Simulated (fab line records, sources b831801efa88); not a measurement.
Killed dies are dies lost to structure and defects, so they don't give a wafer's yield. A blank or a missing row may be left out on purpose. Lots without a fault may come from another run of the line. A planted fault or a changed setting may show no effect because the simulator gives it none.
Chamber matching | flow sky130 | SKY_POLY_GATE_ETCH_15 on rie_diel-04: 4 sister chambers
The step etches BARC in N2/H2, stops on SiO2, time 118.5 s, target depth 110 nm. 8 wafers are shown with their chamber, then 8 later ones without.

WAFERS WITH THEIR CHAMBER
wafer  | chamber | drypump_motor_current_A (A) | oes_product_au (a.u.)
L084.1 | 2       | 5.8                         | 0.722
L084.4 | 3       | 6.5                         | 0.708
L084.5 | 1       | 5.5                         | 0.715
L084.6 | 0       | 6.0                         | 0.720
L085.1 | 0       | 6.0                         | 0.724
L085.2 | 3       | 6.4                         | 0.710
L085.3 | 2       | 5.8                         | 0.714
L085.4 | 1       | 5.5                         | 0.712

WAFERS WITHOUT THEIR CHAMBER
wafer  | drypump_motor_current_A (A) | oes_product_au (a.u.)
L085.5 | 5.8                         | 0.714
L085.6 | 6.5                         | 0.723
L086.1 | 5.5                         | 0.721
L086.2 | 6.0                         | 0.718
L086.3 | 5.8                         | 0.721
L086.4 | 6.5                         | 0.720
L086.5 | 6.0                         | 0.714
L086.6 | 6.4                         | 0.723

WHICH CHAMBER EACH WENT THROUGH
wafer  | from the rows above | in truth
L085.5 | 2                   | 2
L085.6 | 3                   | 3
L086.1 | 1                   | 1
L086.2 | 0                   | 0
L086.3 | 2                   | 2
L086.4 | 3                   | 3
L086.5 | 0                   | 0
L086.6 | 3                   | 3
Placed correctly: 8 of 8. Can't be placed from these rows: 0. Placed wrongly: 0.
How it was worked out, from the rows above alone: a wafer's distance from a chamber is the root of the sum, over the readings, of the square of ((its reading less the chamber's mean) divided by the reading's scatter). The wafer belongs to the nearest chamber; if the next one is less than 2 further off, it can't be placed. A chamber's mean is the mean of its shown wafers. The scatter: the root of (the sum of the squares of (reading less its chamber's mean) over the shown wafers, divided by (wafers less chambers)).
